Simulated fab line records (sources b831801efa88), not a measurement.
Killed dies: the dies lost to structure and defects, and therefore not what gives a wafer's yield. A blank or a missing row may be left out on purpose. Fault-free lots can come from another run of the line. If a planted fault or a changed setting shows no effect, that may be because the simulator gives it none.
fab line records	flow sky130
record lots=5	wafers=12	last_day=50
route steps=708 shown LOCAL_INTERCONNECT@396 CONTACT@406 METAL1@434 PAD_OPEN@708
lots that met no fault: taken from a fault-free run of the same line
start_h: hours from the record's first day to the start of the lot's first wafer shown	wait_h: hours from the lot's prior step to this one	" unchanged from the row above	L1.1+2: a row that stands for several wafers	- no value present, or no start provided	* or withheld: withheld	< > ~ a bound
route shown NAME@n: a module of which the file shows steps, and the number in the route of the first	usual: average and standard deviation across the fault-free wafers	same: alike in all rows	chamber/n: place in a boat	sites: each site's reading	_std_site: standard deviation across them	_edge_site: mean of outer sites minus mean of inner sites	radius_mm: for every site, how far away it sits from the centre of the wafer	mask NAME#n: copy n	behind: the tool/chamber that last shaped the wafer	hold: what put the lot on hold/how long, in hours/how the hold closed	device: the transistor (n, p or np) that didn't switch	end of line: at the end of the route, the tests of the same wafers	a step given without rows: its recipe and nothing more	killed: at the first sort, the dies lost to defects and structure; wafer yield is something else	map: a wafer's dies, x killed, . not, _ none there
set.NAME: the setting the step ran with; set.NAME@STEP: the setting that earlier step ran with	model.NAME: the simulator's own value behind a step, which no gauge read
lots at selected steps of the route; one table per step, one row per wafer
services: when a tool's chamber went out of use (start_h, in hours from the record's first day, below 0 if earlier), for how many hours, and the reason
## steps
# step SKY_LOCAL_INTERCONNECT_PEB_09
# recipe peb_temp_c=withheld	peb_time_s=withheld	resist=KrF-thick
# step SKY_LOCAL_INTERCONNECT_DEVELOP_10
# recipe develop_time_s=60	resist=KrF-thick	dev_temp_c=21
# step SKY_LOCAL_INTERCONNECT_ETCH_13
# recipe chemistry=N2/H2	target=BARC	ion_energy_ev=200	bias_w=100	pressure_mtorr=30	n2_flow_sccm=100	h2_flow_sccm=200	icp_w=500	stop_on=SiO2	time_s=45.9	target_depth_a=600
# step SKY_LOCAL_INTERCONNECT_METAL_ETCH_14
# recipe target_depth_nm=110	stop_on=PSG	chemistry=Cl2/BCl3	target=TiN	resist_sidewall_deg=88	pressure_mtorr=10	icp_w=900	bias_w=48.5	Cl2_flow_sccm=60	bcl3_flow_sccm=30	time_s=31.4
# step SKY_LOCAL_INTERCONNECT_STRIP_15
# recipe chemistry=O2/N2	power_w=1400	pressure_mtorr=1500	platen_temp_c=withheld	o2_flow_sccm=3000	n2_flow_sccm=300	overash_fraction=0.5
# step SKY_LOCAL_INTERCONNECT_STRIP_16
# recipe chemistry=post_etch_residue_remover	time_s=1200	temp_c=72.5
# step SKY_LOCAL_INTERCONNECT_CLEAN_17
# recipe chemistry=IPA	time_s=180	temp_c=25
# step SKY_LOCAL_INTERCONNECT_CLEAN_18
# recipe chemistry=O3/DIW	dry=n2_spin
# step SKY_CONTACT_CVD_00
# recipe material=Si3N4	target_thk_nm=75	temp_c=400	time_s=withheld	rf_w=450
# step SKY_CONTACT_HDPCVD_02
# recipe material=SiO2	target_thk_nm=565	sigma_open_frac=0.3	time_s=94.2	temp_c=600	sih4_flow_sccm=60	pressure_mtorr=6
lot.wafer	tool	chamber	start_h	wait_h	model.SiO2_of_CONTACT_HDPCVD_02.thk_nm
L398.1	hdpcvd-02	2	720.04	0.1	573
L398.2	"	1	"	"	557.7
L398.6	"	1	"	"	557.2
L410.1	hdpcvd-02	0	825.23	0.1	246.7
L410.5	"	2	"	"	572.4
L411.1	hdpcvd-02	2	835.20	0.1	256.1
L411.2	"	1	"	"	563.3
L414.1	hdpcvd-02	2	849.76	0.1	263.9
L414.2	"	0	"	"	558.8
L418.1	hdpcvd-01	2	881.58	0.1	561.5
L418.2	"	1	"	"	561.9
L418.6	"	0	"	"	566.5
# step SKY_CONTACT_THK_MEAS_03
# recipe reads=SiO2_of_CONTACT_HDPCVD_02
# usual CONTACT_HDPCVD_THK=565/9
lot.wafer	tool	chamber	start_h	wait_h	hold	CONTACT_HDPCVD_THK[nm]
L398.1	film_metro-01	-	720.11	0.0	-	573
L398.2	"	-	"	"	-	557
L398.6	"	-	"	"	-	557
L410.1	film_metro-01	-	825.30	0.0	await_dispo/0.2h/release	247
L410.5	"	-	"	"	await_dispo/0.2h/release	573
L410.1	film_metro-01	-	825.53	0.2	-	247
L410.5	"	-	"	"	-	572
L411.1	film_metro-04	-	835.27	0.0	await_dispo/0.2h/release	256
L411.2	"	-	"	"	await_dispo/0.2h/release	563
L411.1	film_metro-04	-	835.49	0.2	-	256
L411.2	"	-	"	"	-	563
L414.1	film_metro-01	-	849.83	0.0	await_dispo/0.2h/release	264
L414.2	"	-	"	"	await_dispo/0.2h/release	559
L414.1	film_metro-01	-	850.06	0.2	-	264
L414.2	"	-	"	"	-	559
L418.1	film_metro-04	-	881.65	0.0	-	561
L418.2	"	-	"	"	-	562
L418.6	"	-	"	"	-	566
# step SKY_CONTACT_CMP_04
# recipe material=SiO2	down_force_psi=4	platen_rpm=60	pad_velocity_m_s=0.94248
# usual edge_zone_pressure_frac=1.001/0.0051	motor_current_A=11.8/1.3	time_to_endpoint_s=82/5.7
lot.wafer	tool	chamber	start_h	wait_h	hold	edge_zone_pressure_frac	motor_current_A	time_to_endpoint_s
L398.1	cmp-02	3	720.22	0.1	-	0.990	11.5	92
L398.2	"	0	"	"	-	1.001	11.4	86
L398.6	"	2	"	"	-	0.997	13.3	80
L410.1	cmp-01	0	826.50	1.0	await_dispo/0.8h/release	1.003	10.9	42
L410.5	"	3	"	"	await_dispo/0.8h/release	1.004	14.7	82
L411.2	cmp-01	3	838.60	3.1	await_dispo/2.9h/release	0.992	13.7	76
L411.1	"	0	"	"	await_dispo/2.9h/release	1.006	10.3	38
L414.1	cmp-01	1	855.23	5.2	await_dispo/5.0h/release	0.995	11.8	48
L414.2	"	0	"	"	await_dispo/5.0h/release	0.993	11.1	71
L418.2	cmp-01	1	881.71	0.0	-	1.008	11.5	85
L418.1	"	0	"	"	-	0.999	10.4	74
L418.6	"	1	"	"	-	0.995	13.0	86
# step SKY_CONTACT_BOW_MEAS_05
# recipe mode=bow
# usual CONTACT_BOW=81/6.6
lot.wafer	tool	chamber	start_h	wait_h	hold	CONTACT_BOW[um]
L398.1	film_metro-03	-	720.47	0.2	-	83
L398.2	"	-	"	"	-	92
L398.6	"	-	"	"	-	80
L410.1	film_metro-01	-	826.70	0.1	await_dispo/0.2h/release	80
L410.5	"	-	"	"	await_dispo/0.2h/release	80
L410.1	film_metro-01	-	826.99	0.3	-	-
L410.5	"	-	"	"	-	-
L411.1	film_metro-01	-	839.37	0.7	await_dispo/0.2h/release	73
L411.2	"	-	"	"	await_dispo/0.2h/release	89
L411.1	film_metro-01	-	839.66	0.3	-	-
L411.2	"	-	"	"	-	-
L414.1	film_metro-04	-	855.53	0.2	await_dispo/0.2h/release	63
L414.2	"	-	"	"	await_dispo/0.2h/release	72
L414.1	film_metro-04	-	856.02	0.5	-	-
L414.2	"	-	"	"	-	-
L418.1	film_metro-03	-	882.01	0.1	-	75
L418.2	"	-	"	"	-	81
L418.6	"	-	"	"	-	80
# step SKY_CONTACT_HMDS_07
# recipe prime_time_s=60	prime_temp_c=120
# step SKY_CONTACT_COAT_08
# recipe resist=BARC	temp_c=withheld	time_s=withheld	spin_rpm=3000	resist_thk_nm=60
# step SKY_CONTACT_COAT_09
# recipe resist=KrF-thick	spin_rpm=3000	resist_thk_nm=450
# step SKY_CONTACT_SOFTBAKE_10
# recipe temp_c=100	time_s=90	resist=KrF-thick
# step SKY_CONTACT_EXPOSE_11
# recipe mask_id=CTM1	na=0.8	source_shape=annular	sigma_inner=0.55	sigma_outer=0.85	target_cd_nm=170	dose_mj=38
# step SKY_CONTACT_PEB_12
# recipe peb_temp_c=withheld	peb_time_s=withheld	resist=KrF-thick
# step SKY_CONTACT_DEVELOP_13
# recipe develop_time_s=60	resist=KrF-thick	dev_temp_c=21
# step SKY_CONTACT_ETCH_16
# recipe chemistry=N2/H2	target=BARC	ion_energy_ev=200	source_w=500	bias_w=100	pressure_mtorr=30	n2_flow_sccm=100	h2_flow_sccm=200	stop_on=SiO2	time_s=45.9	target_depth_a=600
# step SKY_CONTACT_ETCH_17
# recipe target=SiO2	chemistry=C4F8/O2/Ar	stop_on=Si3N4	mask_material=KrF-thick	source_w=1500	bias_w=1200	pressure_mtorr=40	c4f8_flow_sccm=withheld	O2_flow_sccm=6	Ar_flow_sccm=300	time_s=withheld	target_depth_a=3400
# usual oes_product_au=0.891/0.0052	rf_fwd_power_W=1487/5.4
lot.wafer	tool	chamber	start_h	wait_h	oes_product_au	rf_fwd_power_W	model.CONTACT.feature_depth_nm	model.etch.depth_nm
L398.1	rie_diel-01	2	748.64	0.0	0.899	1483	340.4	340.4
L398.2	"	1	"	"	0.886	1496	342.4	342.4
L398.6	"	0	"	"	0.892	1487	339.9	339.9
L410.1	rie_diel-02	1	852.82	0.0	0.755	1483	246.7	246.7
L410.5	"	1	"	"	0.898	1489	339.8	339.8
L411.1	rie_diel-01	3	862.27	0.0	0.766	1484	256.1	256.1
L411.2	"	1	"	"	0.891	1490	338.2	338.2
L414.1	rie_diel-03	2	876.20	0.0	0.778	1485	263.9	263.9
L414.2	"	1	"	"	0.886	1486	336.9	336.9
L418.1	rie_diel-01	2	907.76	0.0	0.895	1485	336.8	336.8
L418.2	"	0	"	"	0.880	1481	339.2	339.2
L418.6	"	1	"	"	0.888	1489	339.1	339.1
# step SKY_CONTACT_ETCH_18
# recipe target=Si3N4	chemistry=CHF3/O2	stop_on=TiN	source_w=600	bias_w=200	pressure_mtorr=40	chf3_flow_sccm=50	O2_flow_sccm=5	time_s=39	target_depth_a=750
# step SKY_CONTACT_STRIP_19
# recipe chemistry=O2/N2	power_w=1400	pressure_mtorr=1500	platen_temp_c=withheld	o2_flow_sccm=3000	n2_flow_sccm=300	overash_fraction=0.5
# step SKY_CONTACT_STRIP_20
# recipe chemistry=post_etch_residue_remover	time_s=1200	temp_c=72.5
# step SKY_CONTACT_CLEAN_21
# recipe chemistry=IPA	time_s=180	temp_c=25
# step SKY_CONTACT_CLEAN_22
# recipe chemistry=O3/DIW	dry=n2_spin
# step SKY_CONTACT_SPUTTER_23
# recipe material=TiN	target_thk_nm=20	chamber_pressure_pa=5	power_w=4000	time_s=80
# step SKY_CONTACT_CVD_24
# recipe material=W	target_thk_nm=340	time_s=102.12	temp_c=400	pressure_torr=40
# step SKY_CONTACT_CMP_27
# recipe stop_on=SiO2	t_overpolish_s=15	down_force_psi=3.5	platen_rpm=60	target_thk_nm=0	pad_velocity_m_s=0.94248
# step SKY_METAL1_SPUTTER_00
# recipe material=Ti	target_thk_nm=15	power_w=3000	time_s=10	chamber_pressure_pa=0.4
# step SKY_METAL1_SPUTTER_01
# recipe material=TiN	target_thk_nm=20	power_w=6500	time_s=16.7	chamber_pressure_pa=0.4
# step SKY_METAL1_SPUTTER_02
# recipe material=AlCu	target_thk_nm=250	power_w=10600	time_s=13.3	chamber_pressure_pa=0.4
# step SKY_METAL1_SPUTTER_03
# recipe material=Ti	target_thk_nm=5	power_w=3000	time_s=3.3	chamber_pressure_pa=0.4
# step SKY_METAL1_METAL_ETCH_19
# recipe target_depth_a=3600	stop_on=SiO2	over_etch_frac=0.3	time_s=78	chemistry=Cl2/BCl3	resist_sidewall_deg=88	pressure_mtorr=10	icp_w=900	bias_w=48.5	Cl2_flow_sccm=60	bcl3_flow_sccm=30
# usual drypump_motor_current_A=5.5/0.39	oes_product_au=0.852/0.0061	rf_fwd_power_W=893.4/2.9	throttle_valve_pct=22.263/0.0096
lot.wafer	tool	chamber	start_h	wait_h	drypump_motor_current_A	oes_product_au	rf_fwd_power_W	rf_hours_counter_h	throttle_valve_pct	model.SiO2_of_CONTACT_HDPCVD_02.thk_nm
L398.1	rie_metal-03	1	778.69	0.0	5.6	0.858	894.3	1	22.269	326.5
L398.2	"	0	"	"	5.9	0.848	886.8	14	22.283	328
L398.6	"	0	"	"	5.9	0.834	893.1	-	22.273	325.4
L410.1	rie_metal-03	0	881.21	0.0	5.9	0.850	893.3	18	22.269	232.5
L410.5	"	0	"	"	5.9	0.853	891.9	-	22.278	325.6
L411.1	rie_metal-01	0	890.18	0.0	5.9	0.860	893.3	17	22.273	242
L411.2	"	1	"	"	5.0	0.854	896.1	4	22.249	324.1
L414.1	rie_metal-03	1	903.19	0.1	5.6	0.850	893.3	6	22.250	249.9
L414.2	"	1	"	"	5.6	0.866	894.9	-	22.254	322.8
L418.1	rie_metal-02	0	934.51	0.0	5.8	0.855	898.9	9	22.282	322.2
L418.2	"	1	"	"	5.0	0.851	891.1	12	22.261	324.9
L418.6	"	1	"	"	5.0	0.856	893.9	-	22.254	324.8
# step SKY_PAD_OPEN_PROBE_99
lot.wafer	tool	chamber	start_h	wait_h	hold	model.etest.met1_comb.leak_log10_a_um
L398.1	prober-01	-	1090.66	0.1	-	-11.98
L398.2	prober-01	-	1090.71	0.1	-	-12.04
L398.6	prober-01	-	1090.91	0.2	-	-11.95
L410.1	prober-02	-	1165.64	0.1	-	-7.333
L410.5	prober-02	-	1165.84	0.2	-	-12.07
L411.1	prober-01	-	1169.05	0.1	-	-7.279
L411.2	prober-01	-	1169.10	0.1	-	-11.99
L414.1	prober-02	-	1179.72	0.1	await_dispo/2.5h/release	-7.125
L414.2	prober-02	-	1179.77	0.1	await_dispo/2.5h/release	-11.87
L418.1	prober-02	-	1199.07	0.1	-	-11.8
L418.2	prober-02	-	1199.12	0.1	-	-11.96
L418.6	prober-02	-	1199.32	0.2	-	-11.91
# killed by level:class
L398.1 VIA1:geometric_particle:open=14 LI_CONTACT:geometric_particle:open=7 VIA2:geometric_particle:open=6 CONTACT:geometric_particle:short=6 VIA1:geometric_particle:short=6 METAL2:geometric_particle:short=6 POLY_GATE:geometric_particle:short=5 VIA3:geometric_particle:open=5
L398.2 CONTACT:geometric_particle:open=12 VIA3:geometric_particle:open=10 VIA1:geometric_particle:open=9 VIA2:geometric_particle:open=9 METAL2:geometric_particle:short=6 POLY_GATE:geometric_particle:open=5 POLY_GATE:geometric_particle:short=4 CONTACT:geometric_particle:short=4
L398.6 VIA1:geometric_particle:open=13 LOCAL_INTERCONNECT:geometric_particle:short=7 POLY_GATE:geometric_particle:short=6 VIA2:geometric_particle:short=6 CONTACT:geometric_particle:open=5 VIA2:geometric_particle:open=5 FIELD_ISO:geometric_particle:open=3 FIELD_ISO:geometric_particle:short=3
L418.1 VIA1:geometric_particle:open=12 METAL2:geometric_particle:short=8 CONTACT:geometric_particle:open=7 METAL3:geometric_particle:short=5 VIA1:geometric_particle:short=5 VIA2:geometric_particle:open=5 VIA3:geometric_particle:open=5 FIELD_ISO:geometric_particle:open=4
L418.2 VIA2:geometric_particle:open=7 POLY_GATE:geometric_particle:short=6 METAL1:geometric_particle:short=5 CONTACT:geometric_particle:open=5 VIA1:geometric_particle:open=5 METAL3:geometric_particle:short=5 VIA1:geometric_particle:short=4 METAL2:geometric_particle:short=4
L418.6 VIA1:geometric_particle:open=8 LI_CONTACT:geometric_particle:open=6 VIA1:geometric_particle:short=6 CONTACT:geometric_particle:short=4 POLY_GATE:geometric_particle:short=3 SPACER:geometric_particle:open=3 VIA3:geometric_particle:open=3 METAL4:geometric_particle:open=3
## services
tool	chamber	start_h	hours	kind
cmp-02	-	705.36	5.2	pm
cmp-02	-	722.75	2.5	repair
cmp-01	-	737.26	0.6	repair
rie_diel-01	3	743.25	7.0	repair
hdpcvd-01	-	744.09	1.2	repair
cmp-02	-	744.16	4.0	pm
cmp-01	-	745.02	0.6	repair
cmp-01	-	747.70	4.2	repair
rie_diel-01	3	750.73	13.2	repair
cmp-01	-	752.50	4.6	pm
rie_metal-02	-	753.57	28.1	pm
rie_diel-01	-	774.59	0.5	repair
cmp-01	-	802.02	4.3	repair
rie_diel-01	0	811.03	12.7	repair
cmp-02	-	819.59	3.8	repair
hdpcvd-01	2	821.22	9.7	repair
cmp-01	-	830.49	1.9	repair
rie_metal-03	-	870.39	2.8	pm
cmp-01	-	878.28	0.7	repair
cmp-01	-	884.45	0.6	repair
hdpcvd-02	-	890.30	0.8	pm
rie_metal-02	-	895.91	0.3	repair
hdpcvd-01	-	906.53	0.3	repair
cmp-01	-	912.10	4.0	pm
## key
first_sign step=SKY_CONTACT_THK_MEAS_03	reading=visit	direction=added
effect step=SKY_CONTACT_THK_MEAS_03	reading=CONTACT_HDPCVD_THK	direction=down	sigmas=34	usual=565	struck=256
effect step=SKY_CONTACT_CMP_04	reading=time_to_endpoint_s	direction=down	sigmas=6.9	usual=*	struck=*
effect step=SKY_CONTACT_BOW_MEAS_05	reading=visit	direction=added
effect step=SKY_CONTACT_ETCH_17	reading=oes_product_au	direction=down	sigmas=24	usual=0.891	struck=0.766
model_effect step=SKY_CONTACT_HDPCVD_02	value=SiO2_of_CONTACT_HDPCVD_02.thk_nm	without=569.1	struck=255.6
model_effect step=SKY_CONTACT_ETCH_17	value=CONTACT.feature_depth_nm	without=338	struck=255.6
model_effect step=SKY_METAL1_METAL_ETCH_19	value=SiO2_of_CONTACT_HDPCVD_02.thk_nm	without=323.8	struck=241.5
model_effect step=SKY_PAD_OPEN_PROBE_99	value=etest.met1_comb.leak_log10_a_um	without=-12.09	struck=-7.246
met_at SKY_CONTACT_HDPCVD_02
struck_wafers L410.1,L411.1,L414.1
sort_left_out L410.1,L411.1,L414.1
tester_left_out L410,L411,L414
onset_between 720.04 825.23
fault kind=process_parameter_drift	tool=hdpcvd-02	chamber=-	onset_h=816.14	steps=SKY_CONTACT_HDPCVD_02	channel=target_thk_nm	offset=-313.52	shape=step	end_h=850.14	scope=struck_wafers_only	acts_in=these_recipes_only	stated=565
# tester_left_out: of these lots the tester's yield and bins aren't shown, on N5 and GAA mostly nor the transistor test; their killed dies are dies lost to structure and defects alone, not to doping, threshold or leakage, so they don't give the yield
# sort_left_out: the simulated sort isn't trusted on such a fault, so these wafers' sort isn't shown, and their yield isn't known
